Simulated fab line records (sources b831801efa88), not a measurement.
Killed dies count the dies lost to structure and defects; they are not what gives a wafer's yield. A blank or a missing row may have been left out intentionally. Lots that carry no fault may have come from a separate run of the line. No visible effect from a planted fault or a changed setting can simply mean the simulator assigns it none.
fab line records | flow sky130
[record] lots = 13 wafers = 39 last_day = 50
route steps=708 shown VIA3@576 CAP2M@605 METAL4@630
lots that met no fault: taken from a fault-free run of the same line
start_h: hours from the record's opening day to when the first of the lot's shown wafers began | wait_h: hours from the lot's prior step to this one | " repeats the value in the row above | L1.1+2: a single row standing in for several wafers | - no value, or no start given | * or withheld: withheld | < > ~ a bound
route shown NAME@n: NAME is a module with steps in the file, n the number in the route of the first one | usual: mean/standard deviation taken from wafers without a fault | same: alike in all rows | chamber/n: place in a boat | sites: the reading at each site | _std_site: standard deviation of those values | _edge_site: outer sites' mean less inner sites' | radius_mm: for every site, how far away it sits from the centre of the wafer | mask NAME#n: copy n | behind: the most recent tool/chamber to have shaped the wafer | hold: why the lot went on hold/how many hours it stayed there/how the hold came to an end | device: names the non-switching transistor (n, p or np) | end of line: tests of these same wafers at the route's end | where a step has no rows: the recipe by itself | killed: dies that structure and defects cost at the first sort, which is not the same as the wafer's yield | map: a wafer's dies, marking killed ones x, the rest . and places with no die _
set.NAME: the setting the step ran with; set.NAME@STEP: the setting that earlier step ran with | model.NAME: the simulator's own value behind a step, which no gauge read
one table for each step of the route and one row for each wafer, over a sample of lots
services: from which hour (start_h, from the record's first day; less than 0 if before it) a tool's chamber was out of use, for how many hours, and why
[[steps]]
[step SKY_VIA3_BOW_MEAS_03]
[recipe] mode = bow
[usual] VIA3_BOW = 78/7.4
// columns lot.wafer tool chamber start_h wait_h VIA3_BOW[um]
L604.2 film_metro-02 - 909.65 0.2 96
L604.5 " - " " 79
L604.6 " - " " 85
L605.2 film_metro-03 - 914.76 0.3 77
L605.3 " - " " 60
L605.4 " - " " 77
L606.3 film_metro-02 - 926.05 0.1 77
L606.4 " - " " 72
L606.6 " - " " 87
L607.2 film_metro-03 - 933.68 0.2 86
L607.3 " - " " 74
L607.6 " - " " 74
L608.2 film_metro-03 - 934.16 0.2 77
L608.3 " - " " 84
L608.5 " - " " 84
L609.2 film_metro-03 - 937.16 0.2 74
L609.5 " - " " 79
L609.6 " - " " 77
L614.2 film_metro-04 - 975.17 0.1 76
L614.4 " - " " 81
L614.6 " - " " 79
L616.1 film_metro-02 - 989.62 0.2 65
L616.4 " - " " 63
L616.5 " - " " 80
L617.3 film_metro-02 - 996.45 0.3 82
L617.4 " - " " 79
L617.5 " - " " 89
L621.1 film_metro-04 - 1018.67 0.2 78
L621.3 " - " " 81
L621.6 " - " " 84
L622.1 film_metro-02 - 1035.30 0.2 64
L622.2 " - " " 82
L622.5 " - " " 83
L626.2 film_metro-04 - 1054.65 0.1 59
L626.4 " - " " 74
L626.5 " - " " 77
L627.1 film_metro-04 - 1060.73 0.2 76
L627.5 " - " " 63
L627.6 " - " " 77
[step SKY_CAP2M_SPUTTER_02]
[recipe] material = TiN target_thk_nm = 200 temp_c = 300 power_w = 6500 time_s = 166.7 chamber_pressure_pa = 0.4
[usual] throttle_valve_pct = 29.7/1.1
// columns lot.wafer tool chamber start_h wait_h throttle_valve_pct
L604.2 pvd_sputter-03 - 936.71 0.0 28.7
L604.5 " - " " 29.0
L604.6 " - " " 29.1
L605.2 pvd_sputter-03 - 940.43 0.0 29.4
L605.3 " - " " 30.1
L605.4 " - " " 28.9
L606.3 pvd_sputter-04 - 952.42 0.0 30.4
L606.4 " - " " 30.5
L606.6 " - " " 30.9
L607.2 pvd_sputter-04 - 959.79 0.0 30.7
L607.3 " - " " 30.9
L607.6 " - " " 30.5
L608.2 pvd_sputter-03 - 960.22 0.0 30.0
L608.3 " - " " 29.1
L608.5 " - " " 29.1
L609.2 pvd_sputter-04 - 963.86 0.0 27.5
L609.5 " - " " 27.5
L609.6 " - " " 30.5
L614.2 pvd_sputter-04 - 1000.36 0.0 30.4
L614.4 " - " " 30.7
L614.6 " - " " 31.1
L616.1 pvd_sputter-04 - 1014.09 0.1 27.5
L616.4 " - " " 30.5
L616.5 " - " " 30.3
L617.3 pvd_sputter-02 - 1021.36 0.0 29.2
L617.4 " - " " 29.2
L617.5 " - " " 29.5
L621.1 pvd_sputter-04 - 1042.83 0.1 31.0
L621.3 " - " " 30.4
L621.6 " - " " 27.6
L622.1 pvd_sputter-02 - 1059.15 0.1 30.2
L622.2 " - " " 29.6
L622.5 " - " " 30.3
L626.2 pvd_sputter-04 - 1076.84 0.0 30.4
L626.4 " - " " 30.9
L626.5 " - " " 31.0
L627.1 pvd_sputter-04 - 1083.29 0.1 30.9
L627.5 " - " " 30.8
L627.6 " - " " 30.4
[step SKY_METAL4_OVL_MEAS_14]
[usual] METAL4_OVL = 2/5.8
// columns lot.wafer tool chamber start_h wait_h METAL4_OVL[nm]
L604.2 overlay-02 - 986.67 0.1 -4
L604.5 " - " " 5
L604.6 " - " " 6
L605.2 overlay-01 - 989.12 0.1 -2
L605.3 " - " " 0
L605.4 " - " " -4
L606.3 overlay-01 - 1000.34 0.1 -4
L606.4 " - " " 9
L606.6 " - " " 3
L607.2 overlay-02 - 1007.45 0.1 -14
L607.3 " - " " -1
L607.6 " - " " -5
L608.2 overlay-02 - 1007.80 0.1 3
L608.3 " - " " 9
L608.5 " - " " 9
L609.2 overlay-02 - 1010.54 0.1 1
L609.5 " - " " 8
L609.6 " - " " 5
L614.2 overlay-02 - 1046.57 0.1 0
L614.4 " - " " 3
L614.6 " - " " 1
L616.1 overlay-01 - 1059.75 0.1 -1
L616.4 " - " " 6
L616.5 " - " " -1
L617.3 overlay-02 - 1067.03 0.1 10
L617.4 " - " " 5
L617.5 " - " " -1
L621.1 overlay-02 - 1085.93 0.1 1
L621.3 " - " " 6
L621.6 " - " " -5
L622.1 overlay-02 - 1101.58 0.1 -10
L622.2 " - " " -9
L622.5 " - " " -5
L626.2 overlay-02 - 1118.00 0.1 0
L626.4 " - " " -8
L626.5 " - " " 6
L627.1 overlay-02 - 1123.97 0.1 4
L627.5 " - " " 4
L627.6 " - " " 10
[step SKY_METAL4_METAL_ETCH_18]
[recipe] target_depth_a = 8450 stop_on = SiO2 over_etch_frac = 0.3 time_s = 183.1 chemistry = Cl2/BCl3 resist_sidewall_deg = 88 pressure_mtorr = 10 icp_w = 900 bias_w = 48.5 Cl2_flow_sccm = 60 bcl3_flow_sccm = 30
[usual] drypump_motor_current_A = 5.76/0.23 oes_product_au = 0.865/0.0063 throttle_valve_pct = 22.265/0.0087
[same] over_etch_frac = 0.3
// columns lot.wafer tool chamber start_h wait_h drypump_motor_current_A oes_product_au rf_hours_counter_h throttle_valve_pct
L604.2 rie_metal-02 1 986.85 0.0 5.89 0.872 16 22.264
L604.5 " 1 " " 5.85 0.863 - 22.275
L604.6 " 0 " " 6.05 0.869 - 22.270
L605.2 rie_metal-02 0 989.30 0.0 6.02 0.861 8 22.261
L605.3 " 1 " " 5.86 0.856 - 22.276
L605.4 " 0 " " 6.05 0.871 - 22.274
L606.3 rie_metal-04 1 1000.58 0.1 5.47 0.860 - 22.260
L606.4 " 0 " " 5.84 0.863 - 22.268
L606.6 " 0 " " 5.84 0.864 - 22.273
L607.2 rie_metal-02 1 1007.63 0.0 5.83 0.855 18 22.270
L607.3 " 1 " " 5.87 0.858 - 22.258
L607.6 " 0 " " 6.05 0.850 - 22.273
L608.2 rie_metal-03 1 1007.98 0.0 5.51 0.876 6 22.268
L608.3 " 0 " " 5.99 0.875 - 22.241
L608.5 " 0 " " 6.00 0.871 - 22.276
L609.2 rie_metal-02 1 1010.72 0.0 5.86 0.869 18 22.254
L609.5 " 1 " " 5.82 0.862 - 22.270
L609.6 " 0 " " 6.08 0.869 - 22.273
L614.2 rie_metal-04 0 1046.88 0.0 5.88 0.870 22 22.263
L614.4 " 1 " " 5.47 0.862 - 22.266
L614.6 " 0 " " 5.86 0.865 - 22.274
L616.1 rie_metal-03 0 1059.93 0.0 5.97 0.855 11 22.265
L616.4 " 0 " " 6.01 0.861 - 22.253
L616.5 " 1 " " 5.49 0.866 - 22.269
L617.3 rie_metal-04 1 1067.26 0.1 5.47 0.862 - 22.266
L617.4 " 0 " " 5.86 0.864 - 22.271
L617.5 " 0 " " 5.86 0.861 - 22.268
L621.1 rie_metal-03 0 1086.12 0.0 5.98 0.872 13 22.258
L621.3 " 1 " " 5.45 0.864 - 22.266
L621.6 " 0 " " 5.97 0.866 - 22.273
L622.1 rie_metal-02 0 1101.81 0.0 6.05 0.863 19 22.262
L622.2 " 1 " " 5.83 0.864 21 22.258
L622.5 " 1 " " 5.81 0.854 - 22.257
L626.2 rie_metal-02 0 1118.18 0.0 6.01 0.870 20 22.275
L626.4 " 1 " " 5.89 0.862 - 22.265
L626.5 " 1 " " 5.87 0.873 - 22.279
L627.1 rie_metal-03 0 1124.15 0.0 5.99 0.862 15 22.263
L627.5 " 1 " " 5.49 0.869 - 22.254
L627.6 " 0 " " 5.98 0.872 - 22.266
[step SKY_METAL4_STRIP_19]
[recipe] chemistry = O2/N2 power_w = 1400 pressure_mtorr = 1500 platen_temp_c = withheld o2_flow_sccm = 3000 n2_flow_sccm = 300 overash_fraction = 0.5
[usual] drypump_motor_current_A = 5.65/0.23 oes_product_au = 0.503/0.007 strip_time_to_endpoint_s = 6.54/0.092
// columns lot.wafer tool chamber start_h wait_h drypump_motor_current_A oes_product_au rf_hours_counter_h strip_time_to_endpoint_s
L604.2 plasma_asher-01 1 987.03 0.1 6.07 0.507 50 6.63
L604.5 " 0 " " 5.55 0.513 - 6.68
L604.6 " 1 " " 6.02 0.503 - 6.63
L605.2 plasma_asher-02 0 989.48 0.1 5.43 0.499 85 6.68
L605.3 " 0 " " 5.41 0.509 - 6.69
L605.4 " 1 " " 5.56 0.515 - 6.62
L606.3 plasma_asher-02 1 1000.73 0.1 5.57 0.497 - 6.53
L606.4 " 0 " " 5.42 0.500 - 6.40
L606.6 " 0 " " 5.42 0.493 - 6.42
L607.2 plasma_asher-03 0 1007.81 0.1 5.95 0.517 120 6.65
L607.3 " 0 " " 5.95 0.505 - 6.60
L607.6 " 0 " " 5.93 0.512 - 6.68
L608.2 plasma_asher-01 0 1008.16 0.1 5.56 0.502 52 6.56
L608.3 " 0 " " 5.54 0.506 - 6.56
L608.5 " 1 " " 6.00 0.502 - 6.56
L609.2 plasma_asher-03 0 1010.89 0.1 5.96 0.501 121 6.54
L609.5 " 0 " " 5.95 0.510 - 6.63
L609.6 " 1 " " 5.91 0.505 - 6.56
L614.2 plasma_asher-02 1 1047.06 0.1 5.57 0.356 92 2.97
L614.4 " 1 " " 5.58 0.497 - 6.45
L614.6 " 1 " " 5.57 0.360 - 3.00
L616.1 plasma_asher-02 1 1060.11 0.1 5.56 0.505 93 6.69
L616.4 " 1 " " 5.56 0.497 - 6.61
L616.5 " 1 " " 5.58 0.508 - 6.64
L617.3 plasma_asher-02 0 1067.41 0.1 5.42 0.506 - 6.53
L617.4 " 1 " " 5.58 0.363 - 3.06
L617.5 " 1 " " 5.56 0.358 - 3.06
L621.1 plasma_asher-02 0 1086.29 0.1 5.42 0.497 97 6.49
L621.3 " 0 " " 5.43 0.503 - 6.56
L621.6 " 1 " " 5.56 0.500 - 6.57
L622.1 plasma_asher-01 0 1101.99 0.1 5.53 0.491 61 6.47
L622.2 " 1 " " 6.01 0.505 61 6.57
L622.5 " 1 " " 5.99 0.510 - 6.56
L626.2 plasma_asher-02 0 1118.35 0.1 5.43 0.504 100 6.62
L626.4 " 1 " " 5.55 0.507 - 6.58
L626.5 " 0 " " 5.44 0.503 - 6.61
L627.1 plasma_asher-01 0 1124.33 0.1 5.55 0.502 63 6.55
L627.5 " 0 " " 5.53 0.513 - 6.60
L627.6 " 1 " " 6.00 0.499 - 6.54
[[services]]
// columns tool chamber start_h hours kind
rie_metal-04 1 918.84 24.1 repair
rie_metal-02 - 919.17 2.8 pm
pvd_sputter-02 - 924.87 1.9 repair
pvd_sputter-04 - 936.09 3.5 repair
pvd_sputter-03 - 981.37 4.9 repair
plasma_asher-01 - 994.99 2.2 repair
rie_metal-03 - 1010.43 2.8 pm
plasma_asher-01 - 1016.82 6.5 repair
rie_metal-03 - 1019.02 0.5 repair
pvd_sputter-03 3 1022.48 - consumable_replace:kit
pvd_sputter-03 3 1022.48 18.0 scheduled_down
pvd_sputter-03 3 1022.48 18.0 vent_cycle
pvd_sputter-04 1 1036.47 - consumable_replace:kit
pvd_sputter-04 1 1036.47 18.0 scheduled_down
pvd_sputter-04 1 1036.47 18.0 vent_cycle
plasma_asher-03 - 1041.39 23.8 repair
rie_metal-02 1 1044.91 40.5 repair
plasma_asher-03 - 1065.17 9.0 pm
pvd_sputter-03 - 1089.81 1.1 repair
rie_metal-02 1 1092.16 3.1 repair
pvd_sputter-04 - 1097.72 4.0 repair
pvd_sputter-04 - 1105.31 2.1 repair
rie_metal-04 - 1117.75 1.0 repair
plasma_asher-01 - 1120.21 1.6 repair
[[key]]
[first_sign] step = SKY_METAL4_STRIP_19 reading = strip_time_to_endpoint_s direction = down sigmas = 38 usual = * struck = *
[effect] step = SKY_METAL4_STRIP_19 reading = oes_product_au direction = down sigmas = 20 usual = 0.503 struck = 0.359
met_at SKY_METAL4_METAL_ETCH_18
struck_lots L614,L617
struck_wafers L614.2,L614.6,L617.4,L617.5
sort_left_out L614.2,L614.6,L617.4,L617.5
not_acting_at SKY_VIA3_BOW_MEAS_03,SKY_CAP2M_SPUTTER_02,SKY_METAL4_OVL_MEAS_14
onset_between 1000.58 1046.88
[fault] kind = process_parameter_drift tool = rie_metal-04 chamber = 0 onset_h = 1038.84 steps = SKY_METAL4_METAL_ETCH_18 channel = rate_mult offset = 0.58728 shape = step end_h = 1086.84
// sort_left_out: the simulated sort isn't trusted on such a fault, so these wafers' sort isn't shown, and their yield isn't known
